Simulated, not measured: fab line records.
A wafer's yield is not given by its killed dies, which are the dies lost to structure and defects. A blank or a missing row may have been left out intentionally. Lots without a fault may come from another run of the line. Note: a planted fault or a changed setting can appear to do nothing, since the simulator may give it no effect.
What tool caused it? || flow sky130 || Sampling: 12 lots, 36 wafers, 5 of 708 route steps

## WHAT THE GAUGES SHOWED, per wafer
SKY_FIELD_ISO_THK_MEAS_23. Usual: FIELD_ISO_OXIDATION_01_THK 10.06 nm, standard deviation 0.13.
{"lot": "L708", "measured": "day 2 08:38", "on": "film metro-03", "FIELD_ISO_OXIDATION_01_THK (nm)": "10.40 10.24 10.22", "flag": ""}
{"lot": "L709", "measured": "day 2 13:49", "on": "film metro-01", "FIELD_ISO_OXIDATION_01_THK (nm)": "10.10 9.94 10.15", "flag": ""}
{"lot": "L710", "measured": "day 2 17:50", "on": "film metro-01", "FIELD_ISO_OXIDATION_01_THK (nm)": "10.09 9.82 10.06", "flag": ""}
{"lot": "L711", "measured": "day 2 21:54", "on": "film metro-01", "FIELD_ISO_OXIDATION_01_THK (nm)": "10.12 10.08 9.85", "flag": ""}
{"lot": "L713", "measured": "day 3 11:32", "on": "film metro-04", "FIELD_ISO_OXIDATION_01_THK (nm)": "10.13 10.13 10.34", "flag": ""}
{"lot": "L721", "measured": "day 5 04:01", "on": "film metro-03", "FIELD_ISO_OXIDATION_01_THK (nm)": "13.05 13.03 13.14", "flag": "OFF"}
{"lot": "L722", "measured": "day 5 09:30", "on": "film metro-01", "FIELD_ISO_OXIDATION_01_THK (nm)": "13.08 13.47 13.29", "flag": "OFF"}
{"lot": "L724", "measured": "day 5 22:44", "on": "film metro-01", "FIELD_ISO_OXIDATION_01_THK (nm)": "9.96 10.20 10.06", "flag": ""}
{"lot": "L727", "measured": "day 6 11:07", "on": "film metro-04", "FIELD_ISO_OXIDATION_01_THK (nm)": "10.07 9.89 10.01", "flag": ""}
{"lot": "L729", "measured": "day 6 23:35", "on": "film metro-04", "FIELD_ISO_OXIDATION_01_THK (nm)": "10.07 10.22 10.33", "flag": ""}
{"lot": "L730", "measured": "day 7 05:01", "on": "film metro-04", "FIELD_ISO_OXIDATION_01_THK (nm)": "10.25 10.20 10.02", "flag": ""}
{"lot": "L731", "measured": "day 7 05:01", "on": "film metro-03", "FIELD_ISO_OXIDATION_01_THK (nm)": "10.30 10.14 10.10", "flag": ""}

SKY_VT_ADJUST_LVTN_OVL_MEAS_18. Usual: VT_ADJUST_LVTN_01_OVL -0.2 nm, standard deviation 1.3.
{"lot": "L708", "measured": "day 7 13:21", "on": "overlay-01", "VT_ADJUST_LVTN_01_OVL (nm)": "0.4 -1.5 -2.1", "flag": ""}
{"lot": "L709", "measured": "day 7 22:42", "on": "overlay-01", "VT_ADJUST_LVTN_01_OVL (nm)": "-0.3 -0.7 -0.3", "flag": ""}
{"lot": "L710", "measured": "day 8 02:44", "on": "overlay-02", "VT_ADJUST_LVTN_01_OVL (nm)": "0.6 -0.6 -1.4", "flag": ""}
{"lot": "L711", "measured": "day 8 10:18", "on": "overlay-02", "VT_ADJUST_LVTN_01_OVL (nm)": "0.0 0.2 -0.4", "flag": ""}
{"lot": "L713", "measured": "day 9 00:23", "on": "overlay-02", "VT_ADJUST_LVTN_01_OVL (nm)": "-2.3 -2.6 -0.9", "flag": ""}
{"lot": "L721", "measured": "day 11 15:36", "on": "overlay-02", "VT_ADJUST_LVTN_01_OVL (nm)": "-1.6 0.2 1.7", "flag": ""}
{"lot": "L722", "measured": "day 11 19:42", "on": "overlay-01", "VT_ADJUST_LVTN_01_OVL (nm)": "2.0 0.1 -1.0", "flag": ""}
{"lot": "L724", "measured": "day 12 11:14", "on": "overlay-01", "VT_ADJUST_LVTN_01_OVL (nm)": "-1.4 1.0 -0.6", "flag": ""}
{"lot": "L727", "measured": "day 13 12:47", "on": "overlay-02", "VT_ADJUST_LVTN_01_OVL (nm)": "-0.3 0.3 -3.2", "flag": ""}
{"lot": "L729", "measured": "day 13 22:59", "on": "overlay-01", "VT_ADJUST_LVTN_01_OVL (nm)": "-1.5 -1.1 -2.1", "flag": ""}
{"lot": "L730", "measured": "day 14 04:35", "on": "overlay-02", "VT_ADJUST_LVTN_01_OVL (nm)": "0.6 0.3 0.1", "flag": ""}
{"lot": "L731", "measured": "day 14 04:26", "on": "overlay-01", "VT_ADJUST_LVTN_01_OVL (nm)": "2.0 0.0 -0.4", "flag": ""}

SKY_RES_PROTECT_TW_MEAS_08. Usual: POLY_GATE_TW 4049, standard deviation 29.
{"lot": "L708", "measured": "day 14 23:50", "on": "film metro-04", "POLY_GATE_TW": "4036 4021 4004", "flag": ""}
{"lot": "L709", "measured": "day 15 10:51", "on": "film metro-04", "POLY_GATE_TW": "4047 4057 4029", "flag": ""}
{"lot": "L710", "measured": "day 15 13:56", "on": "film metro-03", "POLY_GATE_TW": "4041 4019 3987", "flag": ""}
{"lot": "L711", "measured": "day 16 03:26", "on": "film metro-04", "POLY_GATE_TW": "4035 4026 4033", "flag": ""}
{"lot": "L713", "measured": "day 16 17:41", "on": "film metro-02", "POLY_GATE_TW": "4045 4055 4055", "flag": ""}
{"lot": "L721", "measured": "day 20 03:28", "on": "film metro-02", "POLY_GATE_TW": "4098 4082 4067", "flag": ""}
{"lot": "L722", "measured": "day 20 10:45", "on": "film metro-03", "POLY_GATE_TW": "4041 4044 4047", "flag": ""}
{"lot": "L724", "measured": "day 21 03:17", "on": "film metro-04", "POLY_GATE_TW": "4038 4044 4042", "flag": ""}
{"lot": "L727", "measured": "day 22 13:29", "on": "film metro-03", "POLY_GATE_TW": "4044 4045 4038", "flag": ""}
{"lot": "L729", "measured": "day 23 02:23", "on": "film metro-02", "POLY_GATE_TW": "4116 4092 4090", "flag": ""}
{"lot": "L730", "measured": "day 23 07:29", "on": "film metro-02", "POLY_GATE_TW": "4103 4117 4091", "flag": ""}
{"lot": "L731", "measured": "day 23 03:38", "on": "film metro-03", "POLY_GATE_TW": "4035 4037 4015", "flag": ""}

## WHICH TOOL RAN EACH LOT (tool, then ch and the chambers of the sampled wafers, then the start)
{"lot": "L708", "SKY_FIELD_ISO_OXIDATION_22": "furnace-01 ch 0, day 2 07:27", "SKY_VT_ADJUST_LVTN_STRIP_09": "plasma asher-01 ch 0,1, day 6 18:34"}
{"lot": "L709", "SKY_FIELD_ISO_OXIDATION_22": "furnace-01 ch 0, day 2 12:38", "SKY_VT_ADJUST_LVTN_STRIP_09": "plasma asher-01 ch 0,1, day 7 02:14"}
{"lot": "L710", "SKY_FIELD_ISO_OXIDATION_22": "furnace-01 ch 0, day 2 16:39", "SKY_VT_ADJUST_LVTN_STRIP_09": "plasma asher-04 ch 0,1, day 7 06:23"}
{"lot": "L711", "SKY_FIELD_ISO_OXIDATION_22": "furnace-01 ch 0, day 2 20:43", "SKY_VT_ADJUST_LVTN_STRIP_09": "plasma asher-03 ch 0,1, day 7 14:04"}
{"lot": "L713", "SKY_FIELD_ISO_OXIDATION_22": "furnace-01 ch 0, day 3 10:22", "SKY_VT_ADJUST_LVTN_STRIP_09": "plasma asher-04 ch 0,1, day 8 03:25"}
{"lot": "L721", "SKY_FIELD_ISO_OXIDATION_22": "furnace-01 ch 0, day 5 02:49", "SKY_VT_ADJUST_LVTN_STRIP_09": "plasma asher-01 ch 0,1, day 10 15:27"}
{"lot": "L722", "SKY_FIELD_ISO_OXIDATION_22": "furnace-01 ch 0, day 5 08:18", "SKY_VT_ADJUST_LVTN_STRIP_09": "plasma asher-03 ch 0,1, day 10 20:12"}
{"lot": "L724", "SKY_FIELD_ISO_OXIDATION_22": "furnace-02 ch 0, day 5 21:34", "SKY_VT_ADJUST_LVTN_STRIP_09": "plasma asher-04 ch 0,1, day 11 11:02"}
{"lot": "L727", "SKY_FIELD_ISO_OXIDATION_22": "furnace-02 ch 0, day 6 09:56", "SKY_VT_ADJUST_LVTN_STRIP_09": "plasma asher-04 ch 0,1, day 12 11:58"}
{"lot": "L729", "SKY_FIELD_ISO_OXIDATION_22": "furnace-02 ch 0, day 6 22:24", "SKY_VT_ADJUST_LVTN_STRIP_09": "plasma asher-03 ch 0,1, day 12 22:25"}
{"lot": "L730", "SKY_FIELD_ISO_OXIDATION_22": "furnace-02 ch 0, day 7 03:50", "SKY_VT_ADJUST_LVTN_STRIP_09": "plasma asher-01 ch 0,1, day 13 02:49"}
{"lot": "L731", "SKY_FIELD_ISO_OXIDATION_22": "furnace-02 ch 0, day 7 03:50", "SKY_VT_ADJUST_LVTN_STRIP_09": "plasma asher-04 ch 0, day 13 02:28"}
- SKY_FIELD_ISO_OXIDATION_22: stabilise 600 s, purge 300 s, target thk 10 nm.
- SKY_VT_ADJUST_LVTN_STRIP_09: strips in O2/N2.

## WHAT THE TOOLS THEMSELVES READ (means of the sampled wafers that have a number; where no wafer has one, the mark that the record gives instead)
SKY_FIELD_ISO_OXIDATION_22. Usual: spike tc upper C 947.9 C, standard deviation 1.3; zone power bottom pct 35 %, standard deviation 4.8; zone power upper pct 18.6 %, standard deviation 2.1.
{"lot": "L708", "tool": "furnace-01", "spike tc upper C (C)": 947.7, "zone power bottom pct (%)": 31, "zone power upper pct (%)": 20.6, "flag": ""}
{"lot": "L709", "tool": "furnace-01", "spike tc upper C (C)": 945.5, "zone power bottom pct (%)": 30, "zone power upper pct (%)": 20.4, "flag": ""}
{"lot": "L710", "tool": "furnace-01", "spike tc upper C (C)": 947.0, "zone power bottom pct (%)": 31, "zone power upper pct (%)": 20.4, "flag": ""}
{"lot": "L711", "tool": "furnace-01", "spike tc upper C (C)": 947.4, "zone power bottom pct (%)": 31, "zone power upper pct (%)": 20.5, "flag": ""}
{"lot": "L713", "tool": "furnace-01", "spike tc upper C (C)": 946.7, "zone power bottom pct (%)": 30, "zone power upper pct (%)": 20.2, "flag": ""}
{"lot": "L721", "tool": "furnace-01", "spike tc upper C (C)": 948.2, "zone power bottom pct (%)": 31, "zone power upper pct (%)": 20.3, "flag": ""}
{"lot": "L722", "tool": "furnace-01", "spike tc upper C (C)": 946.8, "zone power bottom pct (%)": 30, "zone power upper pct (%)": 20.3, "flag": ""}
{"lot": "L724", "tool": "furnace-02", "spike tc upper C (C)": 948.8, "zone power bottom pct (%)": 40, "zone power upper pct (%)": 16.0, "flag": ""}
{"lot": "L727", "tool": "furnace-02", "spike tc upper C (C)": 948.1, "zone power bottom pct (%)": 41, "zone power upper pct (%)": 16.2, "flag": ""}
{"lot": "L729", "tool": "furnace-02", "spike tc upper C (C)": 949.5, "zone power bottom pct (%)": 41, "zone power upper pct (%)": 16.2, "flag": ""}
{"lot": "L730", "tool": "furnace-02", "spike tc upper C (C)": 948.7, "zone power bottom pct (%)": 40, "zone power upper pct (%)": 16.2, "flag": ""}
{"lot": "L731", "tool": "furnace-02", "spike tc upper C (C)": 947.3, "zone power bottom pct (%)": 40, "zone power upper pct (%)": 16.1, "flag": ""}

SKY_VT_ADJUST_LVTN_STRIP_09. Usual: drypump motor current A 6.02 A, standard deviation 0.27; oes product au 0.722 a.u., standard deviation 0.0041; strip time to endpoint s 36.95 s, standard deviation 0.1.
{"lot": "L708", "tool": "plasma asher-01", "drypump motor current A (A)": 5.73, "oes product au (a.u.)": 0.722, "strip time to endpoint s (s)": 37.02, "flag": ""}
{"lot": "L709", "tool": "plasma asher-01", "drypump motor current A (A)": 5.89, "oes product au (a.u.)": 0.723, "strip time to endpoint s (s)": 36.78, "flag": ""}
{"lot": "L710", "tool": "plasma asher-04", "drypump motor current A (A)": 6.13, "oes product au (a.u.)": 0.725, "strip time to endpoint s (s)": 37.08, "flag": ""}
{"lot": "L711", "tool": "plasma asher-03", "drypump motor current A (A)": 6.29, "oes product au (a.u.)": 0.720, "strip time to endpoint s (s)": 36.96, "flag": ""}
{"lot": "L713", "tool": "plasma asher-04", "drypump motor current A (A)": 6.05, "oes product au (a.u.)": 0.725, "strip time to endpoint s (s)": 37.01, "flag": ""}
{"lot": "L721", "tool": "plasma asher-01", "drypump motor current A (A)": 5.89, "oes product au (a.u.)": 0.726, "strip time to endpoint s (s)": 36.85, "flag": ""}
{"lot": "L722", "tool": "plasma asher-03", "drypump motor current A (A)": 6.17, "oes product au (a.u.)": 0.719, "strip time to endpoint s (s)": 36.95, "flag": ""}
{"lot": "L724", "tool": "plasma asher-04", "drypump motor current A (A)": 6.08, "oes product au (a.u.)": 0.721, "strip time to endpoint s (s)": 36.84, "flag": ""}
{"lot": "L727", "tool": "plasma asher-04", "drypump motor current A (A)": 6.15, "oes product au (a.u.)": 0.724, "strip time to endpoint s (s)": 36.83, "flag": ""}
{"lot": "L729", "tool": "plasma asher-03", "drypump motor current A (A)": 6.31, "oes product au (a.u.)": 0.724, "strip time to endpoint s (s)": 36.90, "flag": ""}
{"lot": "L730", "tool": "plasma asher-01", "drypump motor current A (A)": 5.72, "oes product au (a.u.)": 0.720, "strip time to endpoint s (s)": 36.99, "flag": ""}
{"lot": "L731", "tool": "plasma asher-04", "drypump motor current A (A)": 6.25, "oes product au (a.u.)": 0.721, "strip time to endpoint s (s)": 36.91, "flag": ""}

## THE ANSWER, worked out from the rows above alone
Rule: take the mean of a lot's wafers that have a number; if it is more than 3 standard deviations from the usual mean, the lot is off. A lot without any number at a reading at which 4 lots or more have one is off too. The other lots that the step has rows for count as sound. The gauges are gone through in route order, then the tools' own readings, and for those a lot's mean is taken as printed above. At the first step where some lot is off, the reading lying furthest off is the one used; lots without a number count as furthest.
Off: L721, L722, seen at SKY_FIELD_ISO_THK_MEAS_23 (FIELD_ISO_OXIDATION_01_THK).
A tool fits if, at a process step before that reading, it ran every lot that is off, and no sound lot after the first of them. Gauges at SKY_FIELD_ISO_THK_MEAS_23: tried the same way as those tools. One fits: furnace-01 at SKY_FIELD_ISO_OXIDATION_22. A fault onset in the window from L713 (day 3 10:22, its last sound lot) to L721 (day 5 02:49, its first lot off) fits.

## WHAT WAS PUT IN BY THE SIMULATOR
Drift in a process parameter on furnace-01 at SKY_FIELD_ISO_OXIDATION_22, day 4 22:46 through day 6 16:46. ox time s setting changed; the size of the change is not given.
Shown lots that were struck: L721, L722. The same result came from the rule above.
